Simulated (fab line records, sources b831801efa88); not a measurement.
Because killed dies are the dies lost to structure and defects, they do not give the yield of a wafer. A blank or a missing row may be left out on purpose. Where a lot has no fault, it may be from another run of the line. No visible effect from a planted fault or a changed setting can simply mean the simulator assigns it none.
fab line records | flow sky130
[record] lots = 6 | wafers = 18 | last-day = 50
route steps=708 shown PASSIVATION@689 PAD_OPEN@694
lots that met no fault: from a run of the same line without faults
start-h: the number of hours between the record's first day and the start of the first shown wafer of the lot | wait-h: hours from the lot's prior step to this one | " unchanged from the row above | L1.1+2: one row covering several wafers at once | - either no value or no given start | * or withheld: withheld | < > ~ a bound
route shown NAME@n: names a module that has steps shown in the file, with the first one's number in the route | usual: mean and standard deviation over wafers with no fault | same: alike in all rows | chamber/n: place in a boat | sites: readings site by site | _std_site: the standard deviation of these | _edge_site: outer sites' mean less inner sites' | radius-mm: how far each site lies from the wafer's centre | mask NAME#n: copy n | behind: the tool/chamber that last shaped the wafer | hold: what put the lot on hold/how long, in hours/how the hold closed | device: the n, p or np transistor that did not switch | end of line: the route-end tests of the same wafers | a step given without rows: its recipe and nothing more | killed: dies that structure and defects cost at the first sort, which is not the same as the wafer's yield | map: dies across one wafer; x = killed, . = not, _ = none there
set.NAME: the run value of the setting; set.NAME@STEP: its run value at that earlier step | model.NAME: the simulator's own value behind a step, which no gauge read
lots at selected steps of the route; one table per step, one row per wafer
services: from which hour (start-h, from the record's first day; less than 0 if before it) a tool's chamber was out of use, for how many hours, and why
[[steps]]
[step SKY_PASSIVATION_EXPOSE_08]
[recipe] mask-id = NSM | target-cd-nm = 3000 | na = 0.57 | dose-mj = 260
[step SKY_PASSIVATION_PEB_09]
[recipe] temp-c = 115 | time-s = withheld
[step SKY_PASSIVATION_DEVELOP_10]
[recipe] develop-time-s = 60 | dev-temp-c = 23
[step SKY_PASSIVATION_ETCH_11]
[recipe] chemistry = CF4/O2 | target-depth-nm = 725 | stop-on = AlCu | source-w = 800 | bias-w = 150 | pressure-mtorr = 150 | cf4-flow-sccm = 80 | O2_flow_sccm = 10 | time-s = 161.1
[usual] drypump-motor-current-A = 5.9/0.43 | oes-product-au = 0.978/0.0064 | throttle-valve-pct = 5.964/0.0093
lot.wafer | tool        | chamber | start-h | wait-h | drypump-motor-current-A | oes-product-au | rf-hours-counter-h | throttle-valve-pct
L785.1    | rie-diel-03 | 3       | 1047.81 | -      | 5.4                     | 0.974          | 27                 | 5.977
L785.2    | "           | 2       | "       | "      | 6.6                     | 0.973          | 4                  | 5.961
L785.5    | "           | 0       | "       | "      | 5.9                     | 0.983          | -                  | 5.978
L793.1    | rie-diel-04 | 1       | 1107.06 | -      | 6.1                     | 0.976          | 3                  | 5.971
L793.3    | "           | 3       | "       | "      | 6.3                     | 0.982          | 4                  | 5.965
L793.6    | "           | 2       | "       | "      | 6.7                     | 0.984          | -                  | 5.974
L795.1    | rie-diel-03 | 2       | 1122.81 | -      | 6.6                     | 0.967          | 6                  | 5.951
L795.2    | "           | 3       | "       | "      | 5.4                     | 0.976          | 29                 | 5.962
L795.4    | "           | 1       | "       | "      | 5.8                     | 0.979          | 3                  | 5.964
L798.4    | rie-diel-02 | 2       | 1135.56 | -      | 5.3                     | 0.975          | 2                  | 5.974
L798.5    | "           | 3       | "       | "      | 5.8                     | 0.990          | -                  | 5.953
L798.6    | "           | 2       | "       | "      | 5.3                     | 0.981          | -                  | 5.960
L801.2    | rie-diel-02 | 3       | 1152.16 | -      | 5.7                     | 0.972          | 8                  | 5.961
L801.5    | "           | 3       | "       | "      | 5.7                     | 0.976          | -                  | 5.972
L801.6    | "           | 2       | "       | "      | 5.3                     | 0.977          | -                  | 5.961
L805.2    | rie-diel-02 | 0       | 1169.92 | -      | 5.5                     | 0.963          | 27                 | 5.949
L805.4    | "           | 3       | "       | "      | 5.7                     | 0.976          | 9                  | 5.976
L805.6    | "           | 0       | "       | "      | 5.5                     | 0.970          | -                  | 5.946
[step SKY_PASSIVATION_STRIP_12]
[recipe] chemistry = O2/N2 | power-w = 1400 | pressure-mtorr = 1500 | platen-temp-c = withheld | overash-fraction = 0.7 | o2-flow-sccm = 3000 | n2-flow-sccm = 300
[usual] drypump-motor-current-A = 6.3/0.34 | o2-flow-sccm = 3000/7.9 | oes-product-au = 0.661/0.0047 | strip-time-to-endpoint-s = 31.53/0.14
lot.wafer | tool            | chamber | start-h | wait-h | drypump-motor-current-A | o2-flow-sccm | oes-product-au | rf-hours-counter-h | strip-time-to-endpoint-s
L785.1    | plasma-asher-04 | 1       | 1047.91 | 0.1    | 6.0                     | 3004         | 0.658          | 91                 | 31.91
L785.2    | "               | 0       | "       | "      | 5.6                     | 2998         | 0.661          | 91                 | 31.87
L785.5    | "               | 0       | "       | "      | 5.6                     | 3001         | 0.660          | -                  | 31.74
L793.1    | plasma-asher-02 | 1       | 1107.17 | 0.1    | 6.4                     | 3013         | 0.659          | 37                 | 31.37
L793.3    | "               | 1       | "       | "      | 6.4                     | 2999         | 0.655          | -                  | 31.36
L793.6    | "               | 0       | "       | "      | 6.6                     | 3007         | 0.657          | -                  | 31.52
L795.1    | plasma-asher-03 | 1       | 1122.92 | 0.1    | 6.4                     | 2998         | 0.668          | 69                 | 31.58
L795.2    | "               | 0       | "       | "      | 6.0                     | 3013         | 0.657          | 69                 | 31.52
L795.4    | "               | 0       | "       | "      | 5.9                     | 3018         | 0.654          | -                  | 31.46
L798.4    | plasma-asher-04 | 0       | 1135.70 | 0.1    | 5.5                     | 3001         | 0.658          | -                  | 31.62
L798.5    | "               | 1       | "       | "      | 6.0                     | 2993         | 0.659          | -                  | 31.56
L798.6    | "               | 0       | "       | "      | 5.6                     | 3012         | 0.662          | -                  | 31.50
L801.2    | plasma-asher-02 | 1       | 1152.26 | 0.1    | 6.5                     | 2996         | 0.659          | 42                 | 31.64
L801.5    | "               | 0       | "       | "      | 6.6                     | 2998         | 0.660          | -                  | 31.39
L801.6    | "               | 1       | "       | "      | 6.5                     | 3001         | 0.668          | -                  | 31.51
L805.2    | plasma-asher-04 | 1       | 1170.03 | 0.1    | 6.0                     | 3001         | 0.665          | 103                | 31.77
L805.4    | "               | 0       | "       | "      | 5.6                     | 2994         | 0.663          | -                  | 31.55
L805.6    | "               | 0       | "       | "      | 5.5                     | 2984         | 0.660          | -                  | 31.62
[step SKY_PAD_OPEN_DEHYDRATE_00]
[recipe] temp-c = 200 | time-s = 60
[step SKY_PAD_OPEN_HMDS_01]
[recipe] prime-time-s = 60 | prime-temp-c = 120
[step SKY_PAD_OPEN_COAT_02]
[recipe] spin-rpm = 2000 | resist-thk-nm = 3000
[step SKY_PAD_OPEN_SOFTBAKE_03]
[recipe] temp-c = 110 | time-s = withheld
[step SKY_PAD_OPEN_EXPOSE_04]
[recipe] mask-id = PDM | target-cd-nm = 60000 | na = 0.57 | dose-mj = 260
[step SKY_PAD_OPEN_PEB_05]
[recipe] temp-c = 115 | time-s = withheld
[step SKY_PAD_OPEN_DEVELOP_06]
[recipe] develop-time-s = 60 | dev-temp-c = 23
[step SKY_PAD_OPEN_ETCH_07]
[recipe] chemistry = CF4/O2 | target-depth-nm = 725 | stop-on = AlCu | source-w = 800 | bias-w = 150 | pressure-mtorr = 150 | cf4-flow-sccm = 80 | O2_flow_sccm = 10 | time-s = 161.1
[usual] drypump-motor-current-A = 5.8/0.48 | oes-product-au = 0.978/0.0071 | throttle-valve-pct = 5.965/0.009
lot.wafer | tool        | chamber | start-h | wait-h | drypump-motor-current-A | oes-product-au | rf-hours-counter-h | throttle-valve-pct | model.etch.depth-nm | model.PAD_OPEN.feature-depth-nm
L785.1    | rie-diel-01 | 0       | 1069.49 | -      | 4.9                     | 0.973          | 26                 | 5.978              | 705                 | 705
L785.2    | "           | 3       | "       | "      | 5.6                     | 0.980          | 25                 | 5.959              | 705.7               | 705.7
L785.5    | "           | 0       | "       | "      | 4.9                     | 0.977          | -                  | 5.964              | 711.8               | 711.8
L793.1    | rie-diel-01 | 2       | 1126.84 | -      | 6.4                     | 0.907          | 4                  | 5.936              | 622.8               | 622.8
L793.3    | "           | 1       | "       | "      | 6.2                     | 0.912          | 16                 | 5.926              | 619.4               | 619.4
L793.6    | "           | 0       | "       | "      | 4.9                     | 0.910          | -                  | 5.941              | 616.5               | 616.5
L795.1    | rie-diel-01 | 0       | 1142.24 | -      | 4.9                     | 0.905          | 29                 | 5.945              | 609.2               | 609.2
L795.2    | "           | 3       | "       | "      | 5.6                     | 0.903          | 27                 | 5.949              | 618.4               | 618.4
L795.4    | "           | 2       | "       | "      | 6.4                     | 0.905          | 5                  | 5.944              | 625.5               | 625.5
L798.4    | rie-diel-02 | 1       | 1153.71 | -      | 5.9                     | 0.982          | 4                  | 5.972              | 706.6               | 706.6
L798.5    | "           | 3       | "       | "      | 5.7                     | 0.978          | -                  | 5.961              | 714.7               | 714.7
L798.6    | "           | 2       | "       | "      | 5.3                     | 0.979          | -                  | 5.967              | 710.4               | 710.4
L801.2    | rie-diel-03 | 1       | 1169.14 | -      | 5.8                     | 0.974          | 5                  | 5.964              | 696.8               | 696.8
L801.5    | "           | 3       | "       | "      | 5.4                     | 0.969          | -                  | 5.976              | 700.4               | 700.4
L801.6    | "           | 2       | "       | "      | 6.6                     | 0.970          | -                  | 5.950              | 694.6               | 694.6
L805.2    | rie-diel-02 | 3       | 1186.86 | -      | 5.7                     | 0.971          | 10                 | 5.965              | 693.1               | 693.1
L805.4    | "           | 1       | "       | "      | 5.9                     | 0.972          | 5                  | 5.962              | 702.6               | 702.6
L805.6    | "           | 0       | "       | "      | 5.4                     | 0.983          | -                  | 5.964              | 703.9               | 703.9
[step SKY_PAD_OPEN_STRIP_08]
[recipe] chemistry = O2/N2 | power-w = 1400 | pressure-mtorr = 1500 | platen-temp-c = withheld | overash-fraction = 0.7 | o2-flow-sccm = 3000 | n2-flow-sccm = 300
[usual] drypump-motor-current-A = 6.1/0.52 | o2-flow-sccm = 3000/8.4 | oes-product-au = 0.663/0.0047 | strip-time-to-endpoint-s = 37.03/0.088
lot.wafer | tool            | chamber | start-h | wait-h | drypump-motor-current-A | o2-flow-sccm | oes-product-au | rf-hours-counter-h | strip-time-to-endpoint-s
L785.1    | plasma-asher-02 | 1       | 1069.59 | 0.1    | 6.4                     | 3007         | 0.657          | 34                 | 37.01
L785.2    | "               | 0       | "       | "      | 6.6                     | 2996         | 0.667          | 34                 | 37.06
L785.5    | "               | 1       | "       | "      | 6.5                     | 3002         | 0.670          | -                  | 36.94
L793.1    | plasma-asher-04 | 0       | 1126.94 | 0.1    | 5.5                     | 2996         | 0.664          | 98                 | 36.98
L793.3    | "               | 1       | "       | "      | 6.0                     | 2992         | 0.664          | -                  | 36.80
L793.6    | "               | 1       | "       | "      | 5.9                     | 2991         | 0.664          | -                  | 36.89
L795.1    | plasma-asher-01 | 0       | 1142.34 | 0.1    | 5.3                     | 2998         | 0.659          | 7                  | 37.07
L795.2    | "               | 1       | "       | "      | 6.5                     | 2997         | 0.660          | 7                  | 37.09
L795.4    | "               | 0       | "       | "      | 5.4                     | 3005         | 0.664          | -                  | 37.06
L798.4    | plasma-asher-04 | 1       | 1153.85 | 0.1    | 6.0                     | 2990         | 0.660          | -                  | 36.98
L798.5    | "               | 1       | "       | "      | 6.0                     | 3007         | 0.661          | -                  | 37.00
L798.6    | "               | 0       | "       | "      | 5.6                     | 2998         | 0.658          | -                  | 36.97
L801.2    | plasma-asher-02 | 1       | 1169.24 | 0.1    | 6.4                     | 3002         | 0.664          | 43                 | 36.95
L801.5    | "               | 0       | "       | "      | 6.6                     | 2994         | 0.663          | -                  | 37.13
L801.6    | "               | 1       | "       | "      | 6.4                     | 3003         | 0.655          | -                  | 37.03
L805.2    | plasma-asher-01 | 1       | 1186.96 | 0.1    | 6.6                     | 2993         | 0.667          | 11                 | 37.04
L805.4    | "               | 1       | "       | "      | 6.6                     | 2997         | 0.663          | -                  | 36.93
L805.6    | "               | 0       | "       | "      | 5.4                     | 2987         | 0.660          | -                  | 37.11
[step SKY_PAD_OPEN_PROBE_99]
[usual] defect-limited-yield = 82.8/1.9 | killed_at_M0_to_M3 = 42/6.9 | killed_at_M4_up = 3.2/1.7 | killed-at-contacts = 23/5.5 | killed-at-front-end = 16/4 | killed-at-other = 0.4/0.55 | killed-dies = 85/9.2 | killed-open = 46/6.8 | killed-short = 38/6.2
[same] gross-dies = 492 | killed-at-back-side = 0
lot.wafer | tool      | chamber | start-h | wait-h | defect-limited-yield[%] | killed_at_M0_to_M3 | killed_at_M4_up | killed-at-contacts | killed-at-front-end | killed-at-other | killed-dies | killed-open | killed-short | model.etest.tester.sort-n-pass | model.etest.tester.sort-yield-pct | model.etest.tester.sort_bin_5_pct | model.etest.sonos-erased.open | model.etest.cap-mim.open | model.etest.diode-pdiff-fingers.under-floor | model.etest.via1-chain.open | model.etest.met2.open
L785.1    | prober-01 | -       | 1071.81 | 0.1    | 83.9                    | 36                 | 3               | 24                 | 16                  | 0               | 79          | 43          | 35           | 413                            | 83.94                             | 9.553                             | 0                             | 0                        | 0                                           | 0                           | 0
L785.2    | prober-01 | -       | 1071.86 | 0.1    | 80.7                    | 48                 | 6               | 26                 | 14                  | 1               | 95          | 54          | 40           | 397                            | 80.69                             | 11.99                             | 0                             | 0                        | 0                                           | 0                           | 0
L785.5    | prober-01 | -       | 1072.01 | 0.2    | 82.3                    | 38                 | 6               | 19                 | 23                  | 1               | 87          | 45          | 42           | 405                            | 82.32                             | 10.57                             | 0                             | 0                        | 0                                           | 0                           | 0
L793.1    | prober-02 | -       | 1129.20 | 0.1    | 81.7                    | 49                 | 1               | 27                 | 12                  | 1               | 90          | 39          | 51           | 127                            | 25.81                             | 66.06                             | 1                             | 1                        | 1                                           | 1                           | 1
L793.3    | prober-02 | -       | 1129.30 | 0.2    | 81.5                    | 51                 | 4               | 16                 | 19                  | 1               | 91          | 46          | 45           | 59                             | 11.99                             | 81.3                              | 1                             | 1                        | 1                                           | 1                           | 1
L793.6    | prober-02 | -       | 1129.45 | 0.2    | 81.1                    | 55                 | 3               | 23                 | 12                  | 0               | 93          | 59          | 34           | 0                              | 0                                 | 91.87                             | 1                             | 1                        | 1                                           | 1                           | 1
L795.1    | prober-01 | -       | 1144.56 | 0.1    | 86.0                    | 35                 | 2               | 22                 | 10                  | 0               | 69          | 38          | 31           | 18                             | 3.659                             | 90.65                             | 1                             | 1                        | 1                                           | 1                           | 1
L795.2    | prober-01 | -       | 1144.61 | 0.1    | 83.9                    | 39                 | 3               | 20                 | 16                  | 1               | 79          | 47          | 31           | 46                             | 9.35                              | 82.11                             | 1                             | 1                        | 1                                           | 1                           | 1
L795.4    | prober-01 | -       | 1144.71 | 0.2    | 81.3                    | 48                 | 3               | 25                 | 15                  | 1               | 92          | 57          | 35           | 22                             | 4.472                             | 88.21                             | 1                             | 1                        | 1                                           | 1                           | 1
L798.4    | prober-02 | -       | 1156.18 | 0.2    | 83.3                    | 41                 | 4               | 22                 | 15                  | 0               | 82          | 53          | 29           | 410                            | 83.33                             | 11.38                             | 0                             | 0                        | 0                                           | 0                           | 0
L798.5    | prober-02 | -       | 1156.23 | 0.2    | 83.1                    | 39                 | 1               | 25                 | 18                  | 0               | 83          | 44          | 38           | 409                            | 83.13                             | 10.37                             | 0                             | 0                        | 0                                           | 0                           | 0
L798.6    | prober-02 | -       | 1156.28 | 0.2    | 83.7                    | 40                 | 4               | 22                 | 14                  | 0               | 80          | 45          | 34           | 412                            | 83.74                             | 8.943                             | 0                             | 0                        | 0                                           | 0                           | 0
L801.2    | prober-01 | -       | 1171.51 | 0.1    | 81.3                    | 40                 | 5               | 36                 | 11                  | 0               | 92          | 54          | 38           | 400                            | 81.3                              | 9.35                              | 0                             | 0                        | 0                                           | 0                           | 0
L801.5    | prober-01 | -       | 1171.66 | 0.2    | 82.7                    | 38                 | 4               | 27                 | 15                  | 1               | 85          | 48          | 37           | 407                            | 82.72                             | 9.146                             | 0                             | 0                        | 0                                           | 0                           | 0
L801.6    | prober-01 | -       | 1171.71 | 0.2    | 79.5                    | 50                 | 2               | 31                 | 17                  | 1               | 101         | 61          | 40           | 391                            | 79.47                             | 12.8                              | 0                             | 0                        | 0                                           | 0                           | 0
L805.2    | prober-01 | -       | 1190.18 | 0.1    | 84.6                    | 39                 | 3               | 20                 | 14                  | 0               | 76          | 50          | 26           | 416                            | 84.55                             | 7.927                             | 0                             | 0                        | 0                                           | 0                           | 0
L805.4    | prober-01 | -       | 1190.28 | 0.2    | 85.2                    | 34                 | 5               | 21                 | 12                  | 1               | 73          | 39          | 34           | 419                            | 85.16                             | 9.756                             | 0                             | 0                        | 0                                           | 0                           | 0
L805.6    | prober-01 | -       | 1190.38 | 0.2    | 80.7                    | 41                 | 4               | 24                 | 26                  | 0               | 95          | 54          | 41           | 397                            | 80.69                             | 10.16                             | 0                             | 0                        | 0                                           | 0                           | 0
// killed by level:class
L785.1 VIA1:geometric-particle:open=9 LI_CONTACT:geometric-particle:open=7 CONTACT:geometric-particle:open=7 VIA2:geometric-particle:open=7 VIA1:geometric-particle:short=6 LI_CONTACT:geometric-particle:short=5 POLY_GATE:geometric-particle:short=4 POLY_GATE:geometric-particle:open=4
L785.2 VIA1:geometric-particle:open=12 LI_CONTACT:geometric-particle:open=9 VIA3:geometric-particle:open=8 CONTACT:geometric-particle:open=7 FIELD_ISO:geometric-particle:open=6 LOCAL_INTERCONNECT:geometric-particle:short=6 VIA3:geometric-particle:short=6 METAL2:geometric-particle:short=5
L785.5 VIA1:geometric-particle:open=9 VIA3:geometric-particle:open=9 FIELD_ISO:geometric-particle:short=8 LI_CONTACT:geometric-particle:open=6 POLY_GATE:geometric-particle:short=5 CONTACT:geometric-particle:open=5 METAL2:geometric-particle:short=5 FIELD_ISO:geometric-particle:open=4
L793.1 METAL1:geometric-particle:short=10 VIA1:geometric-particle:open=9 FIELD_ISO:geometric-particle:short=7 VIA3:geometric-particle:open=7 LI_CONTACT:geometric-particle:open=6 CONTACT:geometric-particle:open=6 LI_CONTACT:geometric-particle:short=5 LOCAL_INTERCONNECT:geometric-particle:short=5
L793.3 VIA1:geometric-particle:open=9 LI_CONTACT:geometric-particle:open=8 VIA3:geometric-particle:open=8 VIA1:geometric-particle:short=7 FIELD_ISO:geometric-particle:short=6 METAL1:geometric-particle:short=6 VIA2:geometric-particle:open=6 VIA2:geometric-particle:short=5
L793.6 VIA1:geometric-particle:open=13 CONTACT:geometric-particle:open=11 VIA2:geometric-particle:open=9 VIA3:geometric-particle:open=8 LI_CONTACT:geometric-particle:open=6 FIELD_ISO:geometric-particle:short=4 METAL1:geometric-particle:short=4 METAL2:geometric-particle:short=4
L795.1 VIA1:geometric-particle:open=12 CONTACT:geometric-particle:open=8 CONTACT:geometric-particle:short=5 METAL2:geometric-particle:short=4 METAL1:geometric-particle:short=3 LOCAL_INTERCONNECT:geometric-particle:open=3 VIA1:geometric-particle:short=3 VIA2:geometric-particle:open=3
L795.2 VIA1:geometric-particle:open=15 CONTACT:geometric-particle:open=8 VIA1:geometric-particle:short=5 VIA3:geometric-particle:open=5 FIELD_ISO:geometric-particle:short=4 LI_CONTACT:geometric-particle:open=4 LOCAL_INTERCONNECT:geometric-particle:short=4 VIA2:geometric-particle:open=4
L795.4 VIA1:geometric-particle:open=17 LI_CONTACT:geometric-particle:open=9 CONTACT:geometric-particle:open=9 VIA1:geometric-particle:short=8 FIELD_ISO:geometric-particle:short=6 VIA3:geometric-particle:open=5 VIA2:geometric-particle:open=5 METAL2:geometric-particle:short=4
L798.4 CONTACT:geometric-particle:open=11 VIA1:geometric-particle:open=11 VIA2:geometric-particle:open=9 LI_CONTACT:geometric-particle:open=8 FIELD_ISO:geometric-particle:short=4 METAL1:geometric-particle:short=4 VIA1:geometric-particle:short=4 FIELD_ISO:geometric-particle:open=3
L798.5 CONTACT:geometric-particle:open=10 METAL1:geometric-particle:short=7 VIA1:geometric-particle:open=7 METAL2:geometric-particle:open=5 LI_CONTACT:geometric-particle:open=5 VIA2:geometric-particle:open=5 FIELD_ISO:geometric-particle:short=4 CONTACT:geometric-particle:short=4
L798.6 CONTACT:geometric-particle:open=8 METAL1:geometric-particle:short=8 VIA2:geometric-particle:open=7 FIELD_ISO:geometric-particle:short=6 LI_CONTACT:geometric-particle:open=6 VIA1:geometric-particle:open=6 FIELD_ISO:geometric-particle:open=5 CONTACT:geometric-particle:short=5
L801.2 VIA1:geometric-particle:open=16 CONTACT:geometric-particle:open=16 CONTACT:geometric-particle:short=10 LI_CONTACT:geometric-particle:open=6 FIELD_ISO:geometric-particle:short=5 VIA2:geometric-particle:open=4 VIA1:geometric-particle:short=4 METAL2:geometric-particle:short=4
L801.5 CONTACT:geometric-particle:open=15 METAL2:geometric-particle:short=8 LI_CONTACT:geometric-particle:open=6 VIA2:geometric-particle:open=6 VIA1:geometric-particle:open=5 VIA1:geometric-particle:short=5 FIELD_ISO:geometric-particle:open=4 POLY_GATE:geometric-particle:open=4
L801.6 VIA1:geometric-particle:open=14 CONTACT:geometric-particle:open=12 LI_CONTACT:geometric-particle:open=11 VIA3:geometric-particle:open=7 METAL1:geometric-particle:short=6 VIA1:geometric-particle:short=6 FIELD_ISO:geometric-particle:short=5 METAL2:geometric-particle:short=5
L805.2 CONTACT:geometric-particle:open=10 VIA3:geometric-particle:open=10 LI_CONTACT:geometric-particle:open=7 VIA2:geometric-particle:open=7 VIA1:geometric-particle:open=6 METAL1:geometric-particle:short=5 SPACER:geometric-particle:open=4 METAL2:geometric-particle:short=4
L805.4 CONTACT:geometric-particle:open=12 VIA3:geometric-particle:open=7 VIA2:geometric-particle:open=6 METAL2:geometric-particle:short=6 FIELD_ISO:geometric-particle:short=5 VIA2:geometric-particle:short=5 VIA1:geometric-particle:short=4 POLY_GATE:geometric-particle:open=3
L805.6 VIA1:geometric-particle:open=12 CONTACT:geometric-particle:open=9 LI_CONTACT:geometric-particle:open=8 FIELD_ISO:geometric-particle:open=7 POLY_GATE:geometric-particle:open=7 METAL2:geometric-particle:short=7 FIELD_ISO:geometric-particle:short=5 METAL3:geometric-particle:short=4
[[services]]
tool            | chamber | start-h | hours | kind
rie-diel-03     | 1       | 1035.80 | -     | clean
rie-diel-03     | 1       | 1035.80 | 21.3  | scheduled-down
rie-diel-03     | 1       | 1035.80 | 21.3  | vent-cycle
rie-diel-02     | 2       | 1043.35 | -     | clean
rie-diel-02     | 2       | 1043.35 | 12.6  | scheduled-down
rie-diel-02     | 2       | 1043.35 | 12.6  | vent-cycle
rie-diel-04     | 3       | 1053.10 | 3.7   | repair
plasma-asher-01 | -       | 1055.25 | 9.0   | pm
plasma-asher-01 | 0       | 1055.25 | 9.0   | vent-cycle
plasma-asher-01 | 1       | 1055.25 | 9.0   | vent-cycle
rie-diel-01     | 0       | 1060.37 | 6.6   | repair
plasma-asher-01 | 0       | 1064.25 | -     | clean
plasma-asher-01 | 1       | 1064.25 | -     | clean
rie-diel-03     | 3       | 1077.31 | 6.5   | repair
rie-diel-01     | 3       | 1103.42 | 16.2  | repair
rie-diel-04     | 0       | 1107.13 | 3.4   | repair
rie-diel-04     | 2       | 1143.42 | 1.3   | repair
rie-diel-01     | -       | 1164.07 | 1.2   | repair
rie-diel-01     | 0       | 1177.93 | 5.1   | repair
rie-diel-01     | 0       | 1183.02 | -     | clean
rie-diel-01     | 0       | 1183.02 | -     | consumable-replace:focus-ring
rie-diel-01     | 0       | 1183.02 | 17.0  | scheduled-down
rie-diel-01     | 0       | 1183.02 | 17.0  | vent-cycle
rie-diel-04     | 0       | 1184.75 | 2.8   | repair
[[key]]
[first-sign] step = SKY_PAD_OPEN_ETCH_07 | reading = oes-product-au | direction = down | sigmas = 10 | usual = 0.978 | struck = 0.907
[effect] step = SKY_PAD_OPEN_ETCH_07 | reading = throttle-valve-pct | direction = down | sigmas = 2.7 | usual = 5.965 | struck = 5.940 | wafers-moved = 5
[model-effect] step = SKY_PAD_OPEN_ETCH_07 | value = etch.depth-nm | without = 702.4 | struck = 618.6
[model-effect] step = SKY_PAD_OPEN_PROBE_99 | value = etest.tester.sort-n-pass | without = 406.3 | struck = 45.33
met-at SKY_PAD_OPEN_ETCH_07
struck-wafers L793.1,L793.3,L793.6,L795.1,L795.2,L795.4
onset-between 1069.49 1126.84
[fault] kind = process-parameter-drift | tool = rie-diel-01 | chamber = - | onset-h = 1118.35 | steps = SKY_PAD_OPEN_ETCH_07 | channel = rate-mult | offset = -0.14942 | shape = step | end-h = 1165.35
